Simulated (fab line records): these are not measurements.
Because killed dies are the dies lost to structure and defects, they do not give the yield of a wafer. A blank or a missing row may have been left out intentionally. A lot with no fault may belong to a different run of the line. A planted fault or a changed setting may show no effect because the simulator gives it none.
A struck lot beside a sound one | flow sky130 | 32 out of 708 route steps
Sound: these wafers, L725.1, L725.4, L725.6. Wafers struck: L732.1, L732.3, L732.4. The cause is given at the end.
At each step with rows: each side's tool, then ch and its chambers, then its first start. Under that, the readings that differ: sound wafers | struck wafers | difference of the means | sigmas: that difference in standard deviations of wafers without a fault.
alike: readings whose means differ by less than 2 such deviations, and words and numbers that are the same on both sides. not compared: withheld readings, readings that some wafer has no value for, bounds like >300 that may hide the same value, and numbers for which the record gives no deviation and whose values overlap.
The two part at a step that has a row with sigmas, a row that says differs or no value, or rows on one side only. Numbers that don't overlap but have no deviation are shown without sigmas and don't part them. A reading that every wafer of one side lacks parts them only if that side has two wafers or more.

SKY_PWDE_OVL_MEAS_07:
  sound on overlay-02, day 4 01:36; struck on overlay-02, day 5 16:39
  alike: PWDE_OVL
next, for these wafers, 1 step has no rows: SKY_PWDE_IMPLANT_08.
SKY_PWDE_STRIP_09: strips in O2/N2.
  sound on plasma-asher-02 ch 0,1, day 4 01:47; struck on plasma-asher-02 ch 0,1, day 5 16:50
  alike: drypump-motor-current-A, oes-product-au, strip-time-to-endpoint-s
  not compared: rf-hours-counter-h
SKY_PWDE_TW_MEAS_10:
  sound on film-metro-04, day 4 01:53; struck on film-metro-04, day 5 16:56
  alike: PWDE_TW
then, 7 steps without rows for these wafers: SKY_NWELL_DEHYDRATE_03 (time 60 s); SKY_NWELL_HMDS_04 (prime time 60 s); SKY_NWELL_COAT_05 (resist thk 3000 nm); SKY_NWELL_SOFTBAKE_06; SKY_NWELL_EXPOSE_07 (exposes mask NWM, target cd 840 nm); SKY_NWELL_PEB_08; SKY_NWELL_DEVELOP_09 (develop time 60 s).
SKY_NWELL_OVL_MEAS_10:
  sound on overlay-01, day 4 18:57; struck on overlay-02, day 6 11:30
  alike: NWELL_00_OVL
SKY_NWELL_IMPLANT_11:
  sound on implanter-02 ch 0, day 4 18:59; struck on implanter-02 ch 0, day 6 11:32
  reading            | sound                            | struck                           | difference  | sigmas
  dose-ions-cm2      | 1.8999e+13 1.9009e+13 1.8997e+13 | 1.7234e+13 1.7229e+13 1.7241e+13 | -1.7670e+12 | -98
  faraday-current-uA | 109.9 106.4 107.5                | 98.2 97.5 97.6                   | -10.2       | -5
  alike: beam-energy-keV, end-station-pressure-torr
then, 2 steps without rows for these wafers: SKY_NWELL_IMPLANT_12; SKY_NWELL_IMPLANT_13.
SKY_NWELL_STRIP_14: strips in O2/N2.
  sound on plasma-asher-01 ch 0,1, day 4 19:26; struck on plasma-asher-03 ch 0,1, day 6 11:59
  alike: drypump-motor-current-A, oes-product-au, strip-time-to-endpoint-s
  not compared: rf-hours-counter-h
SKY_NWELL_TW_MEAS_15:
  sound on film-metro-04, day 4 19:32; struck on film-metro-02, day 6 12:05
  reading  | sound          | struck         | difference | sigmas
  NWELL_TW | 1827 1829 1834 | 1757 1772 1777 | -61        | -5
then, 7 steps without rows for these wafers: SKY_NWELL_DEHYDRATE_16 (time 60 s); SKY_NWELL_HMDS_17 (prime time 60 s); SKY_NWELL_COAT_18 (resist thk 3000 nm); SKY_NWELL_SOFTBAKE_19; SKY_NWELL_EXPOSE_20 (exposes mask NWM COMPLEMENT, target cd 840 nm); SKY_NWELL_PEB_21; SKY_NWELL_DEVELOP_22 (develop time 60 s).
SKY_NWELL_OVL_MEAS_23:
  sound on overlay-02, day 5 12:28; struck on overlay-01, day 7 07:21
  alike: NWELL_01_OVL
next, for these wafers, 1 step has no rows: SKY_NWELL_IMPLANT_24.
SKY_NWELL_STRIP_25: strips in O2/N2.
  sound on plasma-asher-04 ch 0,1, day 5 12:39; struck on plasma-asher-01 ch 0,1, day 7 07:32
  alike: drypump-motor-current-A, oes-product-au, strip-time-to-endpoint-s
  not compared: rf-hours-counter-h
SKY_NWELL_TW_MEAS_26:
  sound on film-metro-03, day 5 12:45; struck on film-metro-04, day 7 07:38
  alike: NWELL_2_TW
then, 1 step without rows for these wafers: SKY_NWELL_CLEAN_27 (cleans in SC1/SC2, time 150 s).
SKY_NWELL_RTA_28: time 30 s.
  sound on rtp-anneal-01 ch 0, day 5 12:52; struck on rtp-anneal-01 ch 0, day 7 07:45
  alike: lamp-power-pct, ramp-down-c-per-s, wafer_temp_C_max
SKY_NWELL_RS_MEAS_29: the measuring method here is four-point-probe.
  sound on film-metro-04, day 5 12:58; struck on film-metro-04, day 7 07:51
  reading           | sound             | struck            | difference | sigmas
  NWELL_RS (ohm/sq) | 629.5 628.8 628.0 | 663.0 662.5 663.7 | +34.3      | +21
-- the record jumps here: 41 days lie between the struck wafers' starts before and after (it left off in module NWELL and takes up again in module PAD_OPEN, whose first step shown is number 708 of the route) --
SKY_PAD_OPEN_PROBE_99:
  sound on prober-02, day 46 00:04; struck on prober-02, day 48 10:00
  reading                           | sound                         | struck                       | difference | sigmas
  model.etest.nfet_16v.r-on-ohm-um  | 1.371e+04 1.396e+04 1.392e+04 | 1.451e+04 1.454e+04 1.46e+04 | +6.867e+02 |
  model.etest.res-nwell.line-ohm-um | 1083 1083 1082                | 1205 1213 1225               | +132       |
  model.etest.res-nwell.rs-ohm-sq   | 918.4 902.1 909.8             | 1018 1005 1012               | +102       |
  alike: killed_at_M0_to_M3, killed_at_M4_up, killed-at-contacts, killed-at-front-end, killed-at-other, killed-dies, killed-open, killed-short

== WHERE THEY PART ==
Last at SKY_NWELL_RS_MEAS_29 as far as this record goes, first at SKY_NWELL_IMPLANT_11. Later steps at which nothing parts them and some readings are alike: SKY_PAD_OPEN_PROBE_99.

WHY: what the simulator had put in
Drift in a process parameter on implanter-02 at SKY_NWELL_IMPLANT_11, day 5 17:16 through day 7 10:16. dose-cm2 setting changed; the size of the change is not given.
